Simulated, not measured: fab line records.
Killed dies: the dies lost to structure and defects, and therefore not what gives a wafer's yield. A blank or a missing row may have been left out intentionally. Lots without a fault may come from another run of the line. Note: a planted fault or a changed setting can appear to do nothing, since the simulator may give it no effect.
fab line records ; flow sky130
record lots=14; wafers=39; last_day=50
route steps=708 shown VT_ADJUST_LVTN@107 VT_ADJUST_PCH@153 SONOS_TUNNEL@157 PAD_OPEN@708
lots untouched by any fault: they come from a run of this same line in which no faults occurred
start_h: the number of hours between the record's first day and the start of the first shown wafer of the lot ; wait_h: hours elapsed since this lot's preceding step ; " identical to the entry in the row above ; L1.1+2: one row covering several wafers at once ; - either no value or no given start ; * or withheld: withheld ; < > ~ a bound
route shown NAME@n: a module of which the file shows steps, and the number in the route of the first ; usual: mean and standard deviation over wafers with no fault ; same: alike in all rows ; chamber/n: place in a boat ; sites: readings site by site ; _std_site: how widely they spread, as a standard deviation ; _edge_site: inner sites' mean taken away from outer sites' mean ; radius_mm: how far each site lies from the wafer's centre ; mask NAME#n: copy n ; behind: the most recent tool/chamber to have shaped the wafer ; hold: why the lot was held/for how many hours/how that ended ; device: names the non-switching transistor (n, p or np) ; end of line: the same wafers' tests at the end of the route ; a step given without rows: its recipe and nothing more ; killed: dies lost to structure and defects at the first sort, not the wafer's yield ; map: a wafer's dies, marking killed ones x, the rest . and places with no die _
set.NAME: the setting the step ran with; set.NAME@STEP: the setting that earlier step ran with ; model.NAME: the simulator's own value behind a step, which no gauge read
a sample of lots followed through the steps of the route, with each step as a table and each wafer as a row
services: a tool's chamber out of use, with start hour (start_h, from the record's first day; less than 0 if before it), hours out, and reason
## steps
# step SKY_VT_ADJUST_LVTN_TW_MEAS_10
# usual VT_ADJUST_LVTN_TW=243.4/1.4
lot.wafer;tool;chamber;start_h;wait_h;VT_ADJUST_LVTN_TW
L802.1;film_metro-03;-;142.41;0.1;242.3
L802.4;film_metro-03;-;142.41;0.1;241.3
L802.6;film_metro-03;-;142.41;0.1;241.3
L804.3;film_metro-01;-;158.78;0.1;242.7
L804.4;film_metro-01;-;158.78;0.1;244.8
L804.5;film_metro-01;-;158.78;0.1;243.6
L805.3;film_metro-01;-;164.03;0.1;244.8
L805.4;film_metro-01;-;164.03;0.1;244.3
L805.6;film_metro-01;-;164.03;0.1;245.4
L806.2;film_metro-01;-;168.87;0.1;244.3
L806.3;film_metro-01;-;168.87;0.1;243.6
L806.4;film_metro-01;-;168.87;0.1;243.6
L807.1;film_metro-03;-;174.87;0.1;241.5
L807.3;film_metro-03;-;174.87;0.1;240.6
L807.6;film_metro-03;-;174.87;0.1;240.3
L810.4;film_metro-03;-;192.60;0.1;242.8
L810.5;film_metro-03;-;192.60;0.1;242.2
L811.4;film_metro-04;-;197.45;0.1;242.6
L811.5;film_metro-04;-;197.45;0.1;245.8
L812.1;film_metro-03;-;205.01;0.1;241.6
L812.4;film_metro-03;-;205.01;0.1;243.7
L819.3;film_metro-04;-;254.98;0.1;244.2
L819.4;film_metro-04;-;254.98;0.1;243.1
L819.6;film_metro-04;-;254.98;0.1;243.8
L820.2;film_metro-01;-;261.83;0.1;242.8
L820.3;film_metro-01;-;261.83;0.1;244.6
L820.4;film_metro-01;-;261.83;0.1;243.7
L821.1;film_metro-04;-;268.46;0.1;242.8
L821.3;film_metro-04;-;268.46;0.1;241.6
L821.4;film_metro-04;-;268.46;0.1;241.7
L823.1;film_metro-04;-;280.26;0.1;242.5
L823.4;film_metro-04;-;280.26;0.1;241.6
L823.5;film_metro-04;-;280.26;0.1;242.5
L824.1;film_metro-01;-;287.16;0.1;243.3
L824.2;film_metro-01;-;287.16;0.1;244.2
L824.4;film_metro-01;-;287.16;0.1;243.4
L825.2;film_metro-01;-;292.92;0.1;244.1
L825.4;film_metro-01;-;292.92;0.1;243.9
L825.5;film_metro-01;-;292.92;0.1;244.3
# step SKY_VT_ADJUST_LVTN_STRIP_20
# recipe chemistry=O2/N2; power_w=1400; pressure_mtorr=1500; platen_temp_c=withheld; o2_flow_sccm=3000; n2_flow_sccm=300; overash_fraction=0.5
# usual drypump_motor_current_A=5.56/0.18; oes_product_au=0.715/0.0043; strip_time_to_endpoint_s=14.19/0.043
lot.wafer;tool;chamber;start_h;wait_h;drypump_motor_current_A;oes_product_au;rf_hours_counter_h;strip_time_to_endpoint_s
L802.1;plasma_asher-01;1;162.06;0.1;5.96;0.715;49;14.17
L802.4;plasma_asher-01;1;162.06;0.1;6.01;0.707;-;14.14
L802.6;plasma_asher-01;1;162.06;0.1;5.97;0.715;-;14.17
L804.3;plasma_asher-01;1;178.76;0.1;5.94;0.714;-;14.15
L804.4;plasma_asher-01;0;178.76;0.1;5.47;0.722;-;14.17
L804.5;plasma_asher-01;1;178.76;0.1;5.97;0.718;-;14.19
L805.3;plasma_asher-04;0;184.80;0.1;5.68;0.719;-;14.25
L805.4;plasma_asher-04;1;184.80;0.1;5.43;0.722;-;14.22
L805.6;plasma_asher-04;1;184.80;0.1;5.42;0.711;-;14.23
L806.2;plasma_asher-02;0;189.91;0.1;5.34;0.710;37;14.19
L806.3;plasma_asher-02;1;189.91;0.1;5.59;0.711;-;14.16
L806.4;plasma_asher-02;0;189.91;0.1;5.36;0.714;-;14.12
L807.1;plasma_asher-01;1;195.76;0.1;5.95;0.713;53;14.16
L807.3;plasma_asher-01;1;195.76;0.1;5.94;0.711;-;14.16
L807.6;plasma_asher-01;0;195.76;0.1;5.44;0.710;-;14.15
L810.4;plasma_asher-02;1;213.80;0.1;5.60;0.710;-;14.19
L810.5;plasma_asher-02;0;213.80;0.1;5.34;0.716;-;14.17
L811.4;plasma_asher-04;1;218.85;0.1;5.42;0.717;-;14.25
L811.5;plasma_asher-04;0;218.85;0.1;5.67;0.717;-;14.22
L812.1;plasma_asher-02;1;226.21;0.1;5.62;0.714;40;14.22
L812.4;plasma_asher-02;0;226.21;0.1;5.33;0.719;-;14.25
L819.3;plasma_asher-04;1;278.00;0.1;5.41;0.711;-;14.17
L819.4;plasma_asher-04;0;278.00;0.1;5.70;0.718;-;14.16
L819.6;plasma_asher-04;1;278.00;0.1;5.41;0.714;-;14.23
L820.2;plasma_asher-02;1;283.96;0.1;5.60;0.717;46;14.22
L820.3;plasma_asher-02;0;283.96;0.1;5.37;0.713;-;14.20
L820.4;plasma_asher-02;1;283.96;0.1;5.59;0.722;-;14.18
L821.1;plasma_asher-04;0;291.26;0.1;5.68;0.710;17;14.21
L821.3;plasma_asher-04;0;291.26;0.1;5.65;0.726;-;14.26
L821.4;plasma_asher-04;1;291.26;0.1;5.43;0.718;-;14.21
L823.1;plasma_asher-02;0;304.31;0.1;5.35;0.719;48;14.12
L823.4;plasma_asher-02;0;304.31;0.1;5.36;0.716;-;14.17
L823.5;plasma_asher-02;0;304.31;0.1;5.34;0.726;-;14.09
L824.1;plasma_asher-02;1;310.26;0.1;5.60;0.723;48;14.26
L824.2;plasma_asher-02;0;310.26;0.1;5.36;0.716;48;14.23
L824.4;plasma_asher-02;0;310.26;0.1;5.32;0.722;-;14.20
L825.2;plasma_asher-01;1;318.47;0.1;6.00;0.710;65;14.19
L825.4;plasma_asher-01;0;318.47;0.1;5.46;0.719;-;14.18
L825.5;plasma_asher-01;1;318.47;0.1;5.97;0.716;-;14.26
# step SKY_VT_ADJUST_PCH_TW_MEAS_10
# usual VT_ADJUST_PCH_TW=142.7/1
lot.wafer;tool;chamber;start_h;wait_h;VT_ADJUST_PCH_TW
L802.1;film_metro-02;-;225.13;0.1;143.6
L802.4;film_metro-02;-;225.13;0.1;143.3
L802.6;film_metro-02;-;225.13;0.1;143.6
L804.3;film_metro-04;-;244.75;0.1;144.3
L804.4;film_metro-04;-;244.75;0.1;143.6
L804.5;film_metro-04;-;244.75;0.1;144.3
L805.3;film_metro-03;-;251.40;0.1;142.7
L805.4;film_metro-03;-;251.40;0.1;142.0
L805.6;film_metro-03;-;251.40;0.1;143.1
L806.2;film_metro-03;-;258.12;0.1;143.1
L806.3;film_metro-03;-;258.12;0.1;142.6
L806.4;film_metro-03;-;258.12;0.1;141.7
L807.1;film_metro-04;-;265.17;0.1;142.7
L807.3;film_metro-04;-;265.17;0.1;142.5
L807.6;film_metro-04;-;265.17;0.1;142.8
L810.4;film_metro-04;-;282.91;0.1;142.7
L810.5;film_metro-04;-;282.91;0.1;143.4
L811.4;film_metro-02;-;288.64;0.1;141.6
L811.5;film_metro-02;-;288.64;0.1;141.0
L812.1;film_metro-02;-;296.82;0.1;141.9
L812.4;film_metro-02;-;296.82;0.1;141.0
L819.3;film_metro-04;-;354.25;0.1;145.4
L819.4;film_metro-04;-;354.25;0.1;145.0
L819.6;film_metro-04;-;354.25;0.1;145.2
L820.2;film_metro-04;-;361.67;0.1;143.9
L820.3;film_metro-04;-;361.67;0.1;144.4
L820.4;film_metro-04;-;361.67;0.1;144.5
L821.1;film_metro-03;-;370.86;0.1;141.6
L821.3;film_metro-03;-;370.86;0.1;141.5
L821.4;film_metro-03;-;370.86;0.1;141.9
L823.1;film_metro-02;-;386.76;0.1;142.2
L823.4;film_metro-02;-;386.76;0.1;142.0
L823.5;film_metro-02;-;386.76;0.1;141.7
L824.1;film_metro-02;-;393.27;0.1;141.8
L824.2;film_metro-02;-;393.27;0.1;141.5
L824.4;film_metro-02;-;393.27;0.1;141.7
L825.2;film_metro-03;-;403.32;0.1;142.6
L825.4;film_metro-03;-;403.32;0.1;142.7
L825.5;film_metro-03;-;403.32;0.1;142.0
# step SKY_SONOS_TUNNEL_SOFTBAKE_03
# recipe temp_c=90; time_s=60; resist=NOVOLAK
# usual heater_power_total_W=56.60/0.04; run_length_s=89.18/0.23
lot.wafer;tool;chamber;start_h;wait_h;heater_power_total_W;run_length_s
L802.1;litho_track-02;0;236.83;0.1;56.59;89.27
L802.4;litho_track-02;0;236.83;0.1;56.70;89.17
L802.6;litho_track-02;0;236.83;0.1;56.60;89.40
L804.3;litho_track-02;0;256.78;0.1;56.62;89.34
L804.4;litho_track-02;0;256.78;0.1;56.63;89.24
L804.5;litho_track-02;0;256.78;0.1;56.59;89.23
L805.3;litho_track-01;0;262.99;0.1;56.64;89.26
L805.4;litho_track-01;0;262.99;0.1;56.61;89.39
L805.6;litho_track-01;0;262.99;0.1;56.66;89.34
L806.2;litho_track-01;0;269.61;0.1;56.66;89.12
L806.3;litho_track-01;0;269.61;0.1;56.57;89.22
L806.4;litho_track-01;0;269.61;0.1;56.70;89.50
L807.1;litho_track-01;0;276.04;0.1;56.60;89.28
L807.3;litho_track-01;0;276.04;0.1;56.57;89.41
L807.6;litho_track-01;0;276.04;0.1;56.58;89.30
L810.4;litho_track-01;0;294.76;0.1;57.08;87.42
L810.5;litho_track-01;0;294.76;0.1;56.58;89.24
L811.4;litho_track-01;0;299.86;0.1;57.06;87.48
L811.5;litho_track-01;0;299.86;0.1;56.56;89.55
L812.1;litho_track-01;0;308.39;0.1;57.09;87.62
L812.4;litho_track-01;0;308.39;0.1;57.11;87.30
L819.3;litho_track-02;0;368.18;0.1;56.52;89.30
L819.4;litho_track-02;0;368.18;0.1;56.62;89.28
L819.6;litho_track-02;0;368.18;0.1;56.59;89.18
L820.2;litho_track-02;0;376.30;0.1;56.65;89.25
L820.3;litho_track-02;0;376.30;0.1;56.56;89.32
L820.4;litho_track-02;0;376.30;0.1;56.52;89.25
L821.1;litho_track-02;0;385.08;0.1;56.63;89.33
L821.3;litho_track-02;0;385.08;0.1;56.59;89.19
L821.4;litho_track-02;0;385.08;0.1;56.61;89.37
L823.1;litho_track-04;0;401.17;0.1;56.57;88.67
L823.4;litho_track-04;0;401.17;0.1;56.63;88.80
L823.5;litho_track-04;0;401.17;0.1;56.63;88.63
L824.1;litho_track-01;0;408.14;0.1;56.61;89.30
L824.2;litho_track-01;0;408.14;0.1;56.61;89.24
L824.4;litho_track-01;0;408.14;0.1;56.61;89.20
L825.2;litho_track-02;0;417.55;0.1;56.61;89.23
L825.4;litho_track-02;0;417.55;0.1;56.62;89.38
L825.5;litho_track-02;0;417.55;0.1;56.60;89.27
# step SKY_PAD_OPEN_PROBE_99
# usual killed_at_M0_to_M3=43/6.5; killed_at_M4_up=3.2/1.8; killed_at_contacts=26/5.2; killed_at_front_end=16/4.8; killed_at_other=0.3/0.6; killed_dies=89/9.6; killed_open=48/7.1; killed_short=40/6.4
# same gross_dies=492; killed_at_back_side=0
lot.wafer;tool;chamber;start_h;wait_h;killed_at_M0_to_M3;killed_at_M4_up;killed_at_contacts;killed_at_front_end;killed_at_other;killed_dies;killed_open;killed_short
L802.1;prober-02;-;1074.53;0.1;38;4;18;28;0;88;42;46
L802.4;prober-02;-;1074.68;0.2;46;6;18;17;1;88;42;46
L802.6;prober-02;-;1074.78;0.2;42;2;22;20;0;86;56;30
L804.3;prober-02;-;1093.38;0.2;40;2;28;14;1;85;36;48
L804.4;prober-02;-;1093.43;0.2;40;1;34;20;0;95;54;41
L804.5;prober-02;-;1093.48;0.2;46;3;33;12;2;96;51;44
L805.3;prober-02;-;1096.58;0.2;41;3;24;13;0;81;47;33
L805.4;prober-02;-;1096.63;0.2;46;1;26;15;0;88;40;48
L805.6;prober-02;-;1096.73;0.2;55;1;27;22;0;105;57;48
L806.2;prober-02;-;1099.98;0.1;37;8;31;15;0;91;55;36
L806.3;prober-02;-;1100.03;0.2;47;3;35;19;0;104;52;52
L806.4;prober-02;-;1100.08;0.2;37;3;23;13;0;76;49;27
L807.1;prober-02;-;1109.15;0.1;44;8;27;22;1;102;46;52
L807.3;prober-02;-;1109.25;0.2;49;2;22;17;0;90;51;39
L807.6;prober-02;-;1109.40;0.2;48;3;23;15;1;90;40;49
L810.4;prober-01;-;1119.39;0.2;41;4;22;12;1;80;42;38
L810.5;prober-01;-;1119.44;0.2;45;2;20;12;0;79;50;29
L811.4;prober-02;-;1126.71;0.2;42;4;23;14;0;83;44;39
L811.5;prober-02;-;1126.76;0.2;35;4;18;14;1;72;39;32
L812.1;prober-01;-;1134.44;0.1;45;0;22;13;1;81;47;34
L812.4;prober-01;-;1134.59;0.2;49;3;24;12;0;88;52;36
L819.3;prober-02;-;1171.90;0.2;37;4;25;16;0;82;43;37
L819.4;prober-02;-;1171.95;0.2;47;1;31;21;0;100;51;49
L819.6;prober-02;-;1172.05;0.2;40;6;33;10;0;89;55;34
L820.2;prober-01;-;1174.80;0.1;44;4;21;16;3;88;48;37
L820.3;prober-01;-;1174.85;0.2;39;4;28;21;1;93;52;41
L820.4;prober-01;-;1174.90;0.2;48;3;25;16;0;92;53;39
L821.1;prober-02;-;1177.16;0.1;43;3;28;16;0;90;42;47
L821.3;prober-02;-;1177.26;0.2;44;2;22;17;0;85;41;43
L821.4;prober-02;-;1177.31;0.2;39;2;27;27;0;95;39;54
L823.1;prober-02;-;1190.20;0.1;39;4;22;8;0;73;39;34
L823.4;prober-02;-;1190.35;0.2;31;4;24;11;0;70;39;31
L823.5;prober-02;-;1190.40;0.2;33;6;21;11;0;71;36;35
L824.1;prober-01;-;1192.10;0.1;48;4;22;21;0;95;52;43
L824.2;prober-01;-;1192.15;0.1;60;3;21;15;1;100;62;37
L824.4;prober-01;-;1192.25;0.2;42;3;31;22;1;99;60;38
L825.2;prober-02;-;1199.08;0.1;43;5;36;13;0;97;52;45
L825.4;prober-02;-;1199.18;0.2;39;2;25;16;0;82;40;42
L825.5;prober-02;-;1199.23;0.2;52;2;31;11;0;96;46;50
# killed by level:class
L802.1 VIA2:geometric_particle:open=8 POLY_GATE:geometric_particle:open=7 POLY_GATE:geometric_particle:short=7 CONTACT:geometric_particle:open=7 METAL1:geometric_particle:short=7 FIELD_ISO:geometric_particle:open=5 VIA1:geometric_particle:short=5 METAL2:geometric_particle:short=5
L802.4 METAL1:geometric_particle:short=9 POLY_GATE:geometric_particle:short=7 VIA2:geometric_particle:open=7 LI_CONTACT:geometric_particle:open=6 VIA3:geometric_particle:open=6 METAL2:geometric_particle:short=5 VIA1:geometric_particle:open=5 METAL4:geometric_particle:short=4
L802.6 POLY_GATE:geometric_particle:open=9 VIA1:geometric_particle:open=9 VIA3:geometric_particle:open=8 VIA2:geometric_particle:open=8 LI_CONTACT:geometric_particle:open=6 FIELD_ISO:geometric_particle:open=5 CONTACT:geometric_particle:open=5 METAL1:geometric_particle:short=5
L804.3 VIA1:geometric_particle:open=10 LI_CONTACT:geometric_particle:short=8 LI_CONTACT:geometric_particle:open=6 LOCAL_INTERCONNECT:geometric_particle:short=6 CONTACT:geometric_particle:open=5 VIA2:geometric_particle:open=5 FIELD_ISO:geometric_particle:short=4 METAL1:geometric_particle:short=4
L804.4 CONTACT:geometric_particle:open=13 VIA1:geometric_particle:open=10 LI_CONTACT:geometric_particle:open=9 LOCAL_INTERCONNECT:geometric_particle:short=7 METAL2:geometric_particle:short=7 FIELD_ISO:geometric_particle:open=6 VIA2:geometric_particle:open=6 POLY_GATE:geometric_particle:short=5
L804.5 VIA3:geometric_particle:open=12 CONTACT:geometric_particle:open=11 VIA1:geometric_particle:open=11 CONTACT:geometric_particle:short=10 VIA1:geometric_particle:short=6 LOCAL_INTERCONNECT:geometric_particle:short=5 POLY_GATE:geometric_particle:short=4 LI_CONTACT:geometric_particle:open=4
L805.3 VIA1:geometric_particle:open=11 FIELD_ISO:geometric_particle:open=7 LOCAL_INTERCONNECT:geometric_particle:short=7 VIA3:geometric_particle:open=7 CONTACT:geometric_particle:open=6 VIA2:geometric_particle:open=6 METAL1:geometric_particle:short=5 LI_CONTACT:geometric_particle:open=4
L805.4 VIA2:geometric_particle:open=11 LOCAL_INTERCONNECT:geometric_particle:short=8 VIA1:geometric_particle:open=8 FIELD_ISO:geometric_particle:short=7 CONTACT:geometric_particle:open=7 LI_CONTACT:geometric_particle:short=5 METAL1:geometric_particle:short=5 METAL2:geometric_particle:short=5
L805.6 VIA1:geometric_particle:open=16 FIELD_ISO:geometric_particle:open=9 VIA1:geometric_particle:short=8 LI_CONTACT:geometric_particle:open=7 CONTACT:geometric_particle:open=7 VIA3:geometric_particle:open=6 METAL2:geometric_particle:short=6 CONTACT:geometric_particle:short=5
L806.2 CONTACT:geometric_particle:open=11 LI_CONTACT:geometric_particle:open=9 VIA2:geometric_particle:open=8 VIA1:geometric_particle:open=7 FIELD_ISO:geometric_particle:open=6 METAL4:geometric_particle:short=6 FIELD_ISO:geometric_particle:short=4 LOCAL_INTERCONNECT:geometric_particle:short=4
L806.3 CONTACT:geometric_particle:open=10 METAL2:geometric_particle:short=9 VIA1:geometric_particle:open=8 LI_CONTACT:geometric_particle:open=8 LOCAL_INTERCONNECT:geometric_particle:short=7 METAL1:geometric_particle:short=6 VIA2:geometric_particle:open=6 POLY_GATE:geometric_particle:short=5
L806.4 LI_CONTACT:geometric_particle:open=11 VIA1:geometric_particle:open=8 VIA3:geometric_particle:open=8 CONTACT:geometric_particle:open=7 METAL1:geometric_particle:short=6 VIA2:geometric_particle:open=4 POLY_CUT:geometric_particle:open=3 METAL4:geometric_particle:short=3
L807.1 VIA1:geometric_particle:open=9 VIA1:geometric_particle:short=9 POLY_GATE:geometric_particle:short=8 LI_CONTACT:geometric_particle:open=8 VIA3:geometric_particle:open=7 CONTACT:geometric_particle:open=5 CONTACT:geometric_particle:short=5 METAL1:geometric_particle:short=5
L807.3 VIA1:geometric_particle:open=11 VIA1:geometric_particle:short=10 VIA2:geometric_particle:open=7 VIA3:geometric_particle:open=7 LI_CONTACT:geometric_particle:open=6 CONTACT:geometric_particle:short=6 POLY_GATE:geometric_particle:short=5 METAL1:geometric_particle:short=4
L807.6 VIA1:geometric_particle:open=11 METAL1:geometric_particle:short=10 CONTACT:geometric_particle:open=7 LOCAL_INTERCONNECT:geometric_particle:short=6 METAL2:geometric_particle:short=6 VIA3:geometric_particle:open=5 METAL3:geometric_particle:short=5 FIELD_ISO:geometric_particle:short=4
L810.4 VIA1:geometric_particle:open=10 LI_CONTACT:geometric_particle:open=7 CONTACT:geometric_particle:short=7 METAL1:geometric_particle:short=6 VIA3:geometric_particle:open=6 CONTACT:geometric_particle:open=5 VIA2:geometric_particle:open=4 METAL2:geometric_particle:short=4
L810.5 VIA1:geometric_particle:open=11 CONTACT:geometric_particle:open=8 METAL1:geometric_particle:short=7 LI_CONTACT:geometric_particle:open=7 METAL3:geometric_particle:short=7 POLY_GATE:geometric_particle:open=5 VIA3:geometric_particle:open=5 METAL1:geometric_particle:open=3
L811.4 CONTACT:geometric_particle:open=9 VIA1:geometric_particle:short=8 LI_CONTACT:geometric_particle:open=6 FIELD_ISO:geometric_particle:short=5 VIA1:geometric_particle:open=5 METAL2:geometric_particle:short=5 VIA2:geometric_particle:open=5 FIELD_ISO:geometric_particle:open=4
L811.5 VIA1:geometric_particle:open=11 VIA1:geometric_particle:short=9 FIELD_ISO:geometric_particle:open=6 LI_CONTACT:geometric_particle:open=6 VIA3:geometric_particle:open=5 LOCAL_INTERCONNECT:geometric_particle:short=4 CONTACT:geometric_particle:open=4 METAL2:geometric_particle:short=3
L812.1 VIA1:geometric_particle:open=10 CONTACT:geometric_particle:open=9 VIA2:geometric_particle:open=8 VIA3:geometric_particle:open=7 METAL1:geometric_particle:short=6 LI_CONTACT:geometric_particle:short=4 LI_CONTACT:geometric_particle:open=4 LOCAL_INTERCONNECT:geometric_particle:short=4
L812.4 VIA1:geometric_particle:open=10 VIA3:geometric_particle:open=10 LI_CONTACT:geometric_particle:open=9 VIA2:geometric_particle:open=8 LOCAL_INTERCONNECT:geometric_particle:short=7 CONTACT:geometric_particle:open=5 VIA1:geometric_particle:short=5 METAL1:geometric_particle:short=5
L819.3 CONTACT:geometric_particle:open=11 VIA1:geometric_particle:open=10 VIA2:geometric_particle:open=8 VIA1:geometric_particle:short=7 CONTACT:geometric_particle:short=7 FIELD_ISO:geometric_particle:short=5 LI_CONTACT:geometric_particle:open=5 SPACER:geometric_particle:short=4
L819.4 VIA3:geometric_particle:open=11 LI_CONTACT:geometric_particle:open=10 CONTACT:geometric_particle:open=10 METAL1:geometric_particle:short=8 VIA1:geometric_particle:open=6 VIA1:geometric_particle:short=6 FIELD_ISO:geometric_particle:short=5 LOCAL_INTERCONNECT:geometric_particle:short=5
L819.6 VIA1:geometric_particle:open=17 CONTACT:geometric_particle:open=12 LI_CONTACT:geometric_particle:open=8 CONTACT:geometric_particle:short=6 VIA1:geometric_particle:short=6 METAL1:geometric_particle:short=5 LOCAL_INTERCONNECT:geometric_particle:short=4 VIA2:geometric_particle:open=4
L820.2 VIA1:geometric_particle:open=12 POLY_GATE:geometric_particle:short=7 METAL1:geometric_particle:short=7 VIA2:geometric_particle:open=7 VIA3:geometric_particle:open=7 CONTACT:geometric_particle:open=6 LOCAL_INTERCONNECT:geometric_particle:short=5 POLY_GATE:geometric_particle:open=4
L820.3 VIA1:geometric_particle:open=13 POLY_GATE:geometric_particle:short=9 CONTACT:geometric_particle:open=9 CONTACT:geometric_particle:short=7 LI_CONTACT:geometric_particle:open=6 POLY_GATE:geometric_particle:open=5 METAL1:geometric_particle:short=4 VIA1:geometric_particle:short=4
L820.4 VIA1:geometric_particle:open=14 CONTACT:geometric_particle:open=12 METAL2:geometric_particle:short=8 VIA3:geometric_particle:open=6 FIELD_ISO:geometric_particle:short=5 POLY_GATE:geometric_particle:short=5 VIA2:geometric_particle:open=5 CONTACT:geometric_particle:short=4
L821.1 CONTACT:geometric_particle:open=11 METAL2:geometric_particle:short=8 LI_CONTACT:geometric_particle:open=7 VIA1:geometric_particle:open=7 FIELD_ISO:geometric_particle:short=6 VIA3:geometric_particle:short=6 METAL3:geometric_particle:short=5 VIA3:geometric_particle:open=5
L821.3 VIA1:geometric_particle:open=11 LI_CONTACT:geometric_particle:open=7 LI_CONTACT:geometric_particle:short=5 VIA2:geometric_particle:open=5 METAL1:geometric_particle:short=5 METAL2:geometric_particle:short=5 FIELD_ISO:geometric_particle:short=4 FIELD_ISO:geometric_particle:open=4
L821.4 FIELD_ISO:geometric_particle:short=9 METAL1:geometric_particle:short=8 VIA3:geometric_particle:open=8 CONTACT:geometric_particle:open=7 POLY_GATE:geometric_particle:short=6 LI_CONTACT:geometric_particle:open=6 LOCAL_INTERCONNECT:geometric_particle:short=6 FIELD_ISO:geometric_particle:open=5
L823.1 VIA1:geometric_particle:open=10 LI_CONTACT:geometric_particle:open=7 CONTACT:geometric_particle:open=7 METAL3:geometric_particle:short=6 VIA1:geometric_particle:short=5 VIA2:geometric_particle:short=4 FIELD_ISO:geometric_particle:short=3 CONTACT:geometric_particle:short=3
L823.4 VIA1:geometric_particle:open=7 LI_CONTACT:geometric_particle:open=7 CONTACT:geometric_particle:open=6 METAL2:geometric_particle:short=6 VIA3:geometric_particle:open=5 POLY_GATE:geometric_particle:open=4 LOCAL_INTERCONNECT:geometric_particle:short=4 CONTACT:geometric_particle:short=4
L823.5 VIA1:geometric_particle:open=8 CONTACT:geometric_particle:open=7 METAL2:geometric_particle:short=6 LI_CONTACT:geometric_particle:open=6 VIA1:geometric_particle:short=5 METAL4:geometric_particle:short=5 POLY_GATE:geometric_particle:short=4 LOCAL_INTERCONNECT:geometric_particle:short=4
L824.1 VIA1:geometric_particle:open=11 CONTACT:geometric_particle:open=9 POLY_GATE:geometric_particle:open=7 VIA3:geometric_particle:open=7 POLY_GATE:geometric_particle:short=5 LI_CONTACT:geometric_particle:open=5 VIA3:geometric_particle:short=5 VIA1:geometric_particle:short=5
L824.2 VIA1:geometric_particle:open=16 CONTACT:geometric_particle:open=10 METAL2:geometric_particle:short=10 VIA3:geometric_particle:open=10 VIA2:geometric_particle:open=8 METAL1:geometric_particle:short=6 VIA1:geometric_particle:short=6 POLY_GATE:geometric_particle:open=4
L824.4 CONTACT:geometric_particle:open=13 VIA1:geometric_particle:open=12 VIA2:geometric_particle:open=7 LI_CONTACT:geometric_particle:open=7 POLY_GATE:geometric_particle:short=6 METAL1:geometric_particle:short=6 FIELD_ISO:geometric_particle:open=5 FIELD_ISO:geometric_particle:short=5
L825.2 VIA1:geometric_particle:open=11 CONTACT:geometric_particle:open=10 LI_CONTACT:geometric_particle:open=7 CONTACT:geometric_particle:short=7 LI_CONTACT:geometric_particle:short=6 METAL2:geometric_particle:short=6 VIA2:geometric_particle:open=6 POLY_GATE:geometric_particle:open=5
L825.4 VIA1:geometric_particle:open=8 LI_CONTACT:geometric_particle:open=8 CONTACT:geometric_particle:short=7 POLY_GATE:geometric_particle:short=6 CONTACT:geometric_particle:open=6 METAL2:geometric_particle:short=5 VIA3:geometric_particle:open=5 METAL1:geometric_particle:short=4
L825.5 CONTACT:geometric_particle:open=11 VIA1:geometric_particle:open=10 LOCAL_INTERCONNECT:geometric_particle:short=8 METAL1:geometric_particle:short=8 VIA3:geometric_particle:open=7 METAL2:geometric_particle:short=6 LI_CONTACT:geometric_particle:open=5 VIA2:geometric_particle:open=5
## services
tool;chamber;start_h;hours;kind
plasma_asher-02;-;179.21;4.6;repair
plasma_asher-01;-;189.02;2.8;pm
plasma_asher-02;-;197.42;2.8;pm
plasma_asher-01;-;206.80;1.6;repair
plasma_asher-04;-;231.82;2.7;repair
plasma_asher-02;-;335.01;0.8;repair
## key
first_sign step=SKY_SONOS_TUNNEL_SOFTBAKE_03; reading=heater_power_total_W; direction=up; sigmas=12; usual=*; struck=*
effect step=SKY_SONOS_TUNNEL_SOFTBAKE_03; reading=run_length_s; direction=down; sigmas=7.4; usual=*; struck=*
met_at SKY_SONOS_TUNNEL_SOFTBAKE_03
struck_lots L810,L811,L812
struck_wafers L810.4,L811.4,L812.1,L812.4
tester_left_out L810,L811,L812
not_acting_at SKY_VT_ADJUST_LVTN_TW_MEAS_10,SKY_VT_ADJUST_LVTN_STRIP_20,SKY_VT_ADJUST_PCH_TW_MEAS_10
onset_between 276.04 294.76
fault kind=process_parameter_drift; tool=litho_track-01; chamber=-; onset_h=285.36; steps=SKY_SONOS_TUNNEL_SOFTBAKE_03; channel=time_s; offset=*; shape=step; end_h=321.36; scope=struck_wafers_only; acts_in=*; stated=*
# tester_left_out: of these lots the tester's yield and bins aren't shown, on N5 and GAA mostly nor the transistor test; their killed dies are dies lost to structure and defects alone, not to doping, threshold or leakage, so they don't give the yield
